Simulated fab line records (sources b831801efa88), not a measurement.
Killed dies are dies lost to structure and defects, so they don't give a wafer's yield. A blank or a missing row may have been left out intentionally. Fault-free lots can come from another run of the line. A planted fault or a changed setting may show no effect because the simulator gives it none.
What tool caused it?    flow gf180mcu    12 lots, 33 wafers sampled, at 6 steps of a route of 602

## WHAT EACH GAUGE READ, for each wafer
GF_HV_LDD_CD_MEAS_31: target cd 400 nm.
lot   measured      on        cdNm (nm)
L875  day 11 08:53  cdSem-02  402.1 402.1 401.2
L878  day 12 14:47  cdSem-01  402.5 403.0 403.3
L879  day 12 23:08  cdSem-01  399.2 399.8 399.1
L881  day 13 10:20  cdSem-01  403.4 401.2 402.7
L882  day 13 21:32  cdSem-01  400.3 398.1 399.2
L886  day 15 02:30  cdSem-01  403.8 403.9 403.5
L889  day 16 02:04  cdSem-01  402.5 400.9
L890  day 16 09:32  cdSem-02  397.0 397.7
L891  day 16 16:50  cdSem-02  405.4 403.5
L896  day 18 09:19  cdSem-01  401.7 401.9 400.5
L897  day 18 14:01  cdSem-01  402.8 402.1 404.1
L898  day 19 03:06  cdSem-01  398.7 397.2 397.9

GF_PSD_TW_MEAS_11.
lot   measured      on            PSD_TW
L875  day 14 01:48  filmMetro-04  3183 3181 3166
L878  day 15 09:16  filmMetro-03  3206 3197 3197
L879  day 15 18:55  filmMetro-01  3188 3212 3200
L881  day 16 04:31  filmMetro-04  3181 3174 3179
L882  day 16 18:53  filmMetro-04  3188 3179 3182
L886  day 18 02:13  filmMetro-04  3173 3153 3171
L889  day 19 03:38  filmMetro-01  3027 3184
L890  day 19 12:46  filmMetro-03  3007 3161
L891  day 19 19:14  filmMetro-04  3003 3181
L896  day 21 13:44  filmMetro-01  3206 3209 3199
L897  day 21 17:15  filmMetro-04  3177 3169 3168
L898  day 22 07:16  filmMetro-04  3191 3179 3175

GF_PSD_RS_MEAS_15: measures by four-point-probe.
lot   measured      on            PSD_RS (ohm/sq)
L875  day 14 02:07  filmMetro-01  109.21 108.93 108.94
L878  day 15 09:35  filmMetro-04  108.18 108.57 108.40
L879  day 15 19:14  filmMetro-03  108.69 108.59 108.28
L881  day 16 04:51  filmMetro-04  108.28 108.37 108.24
L882  day 16 19:12  filmMetro-01  108.69 108.75 108.70
L886  day 18 02:32  filmMetro-03  108.89 108.48 108.66
L889  day 19 03:58  filmMetro-01  122.72 108.50
L890  day 19 13:05  filmMetro-03  123.28 108.65
L891  day 19 19:33  filmMetro-04  123.04 108.87
L896  day 21 14:03  filmMetro-03  108.66 108.34 108.72
L897  day 21 17:34  filmMetro-03  108.36 109.03 108.90
L898  day 22 07:37  filmMetro-03  108.29 108.19 108.43

GF_SAB_OVL_MEAS_10.
lot   measured      on          SAB_OVL (nm)
L875  day 14 22:50  overlay-02  0.8 0.8 1.4
L878  day 16 07:50  overlay-02  -1.5 -0.1 0.9
L879  day 16 16:57  overlay-02  1.6 0.7 2.6
L881  day 17 03:11  overlay-02  1.7 1.9 3.3
L882  day 17 18:30  overlay-02  0.8 1.4 2.4
L886  day 19 02:32  overlay-01  1.3 0.5 0.4
L889  day 20 04:16  overlay-02  0.8 0.9
L890  day 20 12:53  overlay-02  1.3 0.2
L891  day 20 19:48  overlay-01  1.8 1.6
L896  day 22 12:48  overlay-02  1.7 0.0 1.7
L897  day 22 16:23  overlay-02  -0.8 1.9 0.7
L898  day 23 06:32  overlay-02  1.4 2.6 4.3

## EACH LOT AND THE TOOL THAT RAN IT (in order: tool; ch and the chambers of the sampled wafers; start)
lot   GF_PSD_IMPLANT_09                GF_PSD_STRIP_10
L875  implanter-01 ch 0, day 14 01:33  plasmaAsher-02 ch 0,1, day 14 01:42
L878  implanter-02 ch 0, day 15 09:01  plasmaAsher-04 ch 0,1, day 15 09:09
L879  implanter-02 ch 0, day 15 18:40  plasmaAsher-03 ch 0,1, day 15 18:48
L881  implanter-01 ch 0, day 16 04:17  plasmaAsher-02 ch 0,1, day 16 04:25
L882  implanter-04 ch 0, day 16 18:38  plasmaAsher-04 ch 0,1, day 16 18:47
L886  implanter-01 ch 0, day 18 01:58  plasmaAsher-04 ch 1, day 18 02:06
L889  implanter-01 ch 0, day 19 03:25  plasmaAsher-02 ch 0,1, day 19 03:32
L890  implanter-01 ch 0, day 19 12:31  plasmaAsher-03 ch 0,1, day 19 12:40
L891  implanter-01 ch 0, day 19 18:59  plasmaAsher-02 ch 0,1, day 19 19:08
L896  implanter-04 ch 0, day 21 13:29  plasmaAsher-03 ch 0,1, day 21 13:38
L897  implanter-04 ch 0, day 21 17:00  plasmaAsher-03 ch 0,1, day 21 17:09
L898  implanter-04 ch 0, day 22 07:03  plasmaAsher-03 ch 0,1, day 22 07:11
- GF_PSD_IMPLANT_09
- GF_PSD_STRIP_10: strips in O2/N2.

## WHAT THE TOOLS THEMSELVES READ (means of the sampled wafers that have a number; where no wafer has one, the mark that the record gives instead)
GF_PSD_IMPLANT_09.
lot   tool          beamOnS (s)  endStationPressureTorr (Torr)  faradayCurrentUA
L875  implanter-01  10.15        1.13e-05                       8142
L878  implanter-02  10.04        1.22e-05                       8213
L879  implanter-02  9.95         1.13e-05                       8297
L881  implanter-01  10.14        1.08e-05                       8127
L882  implanter-04  10.00        1.13e-05                       8243
L886  implanter-01  10.03        1.17e-05                       8229
L889  implanter-01  8.78         1.26e-05                       9513
L890  implanter-01  8.71         1.19e-05                       9558
L891  implanter-01  8.64         1.22e-05                       9674
L896  implanter-04  10.03        1.20e-05                       8243
L897  implanter-04  9.96         1.17e-05                       8296
L898  implanter-04  9.98         1.20e-05                       8258

GF_PSD_STRIP_10.
lot   tool            drypumpMotorCurrentA (A)  heaterPowerW (W)  oesProductAu (a.u.)  stripTimeToEndpointS (s)
L875  plasmaAsher-02  5.5                       371               0.594                16.50
L878  plasmaAsher-04  5.4                       314               0.593                16.50
L879  plasmaAsher-03  5.0                       350               0.593                16.50
L881  plasmaAsher-02  5.5                       355               0.593                16.52
L882  plasmaAsher-04  5.4                       313               0.592                16.54
L886  plasmaAsher-04  4.9                       317               0.590                16.51
L889  plasmaAsher-02  5.5                       360               0.601                16.16
L890  plasmaAsher-03  5.0                       340               0.606                16.09
L891  plasmaAsher-02  5.5                       360               0.604                16.09
L896  plasmaAsher-03  5.0                       342               0.591                16.58
L897  plasmaAsher-03  5.0                       341               0.593                16.55
L898  plasmaAsher-03  5.0                       345               0.595                16.54

## THE ANSWER, worked out from the rows above alone
Rule: the usual values come from the lots themselves. The widest of any qualifying gaps counts: lots, ordered by their means at a reading, are off when they make up no more than a third of the lots, leave a main group of 4 or more, and stand apart from it by 3 or more times the standard deviation of that group's means. Not used: any main group whose means are identical at the precision the tables above print for the reading. Also off: a lot with no number at a reading for which 4 or more lots have one. All remaining lots with rows at the step are treated as sound. The gauges are gone through in route order, then the tools' own readings, and for those a lot's mean is taken as printed above. At the first step where some lot is off, the reading lying furthest off is the one used; lots without a number count as furthest.
Off: L889, L890, L891, at GF_PSD_TW_MEAS_11 (PSD_TW). The main group has a mean of 3185 with a standard deviation of 13.
If a tool, at a process step before that reading, ran all the lots that are off and no sound lot after the first of them, it fits. The gauges at GF_PSD_TW_MEAS_11 aren't tried: what is off there is off at GF_PSD_IMPLANT_09 too, on other tools, and a gauge's error can't cause that. One fits: GF_PSD_IMPLANT_09 on implanter-01. A fault onset in the window from L886 (day 18 01:58, its last sound lot) to L889 (day 19 03:25, its first lot off) fits.
The tool's own readings at GF_PSD_IMPLANT_09 bear it out: on the lots that are off they differ by more than 5 times the standard deviation of the sound lots' means. beamOnS reads 8.71 s there against 10.03 s on the sound lots; faradayCurrentUA reads 9582 there against 8228 on the sound lots.

## WHAT HAD BEEN PUT IN BY THE SIMULATOR
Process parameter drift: implanter-01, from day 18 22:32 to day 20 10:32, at GF_PSD_IMPLANT_09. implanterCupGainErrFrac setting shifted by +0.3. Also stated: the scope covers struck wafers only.
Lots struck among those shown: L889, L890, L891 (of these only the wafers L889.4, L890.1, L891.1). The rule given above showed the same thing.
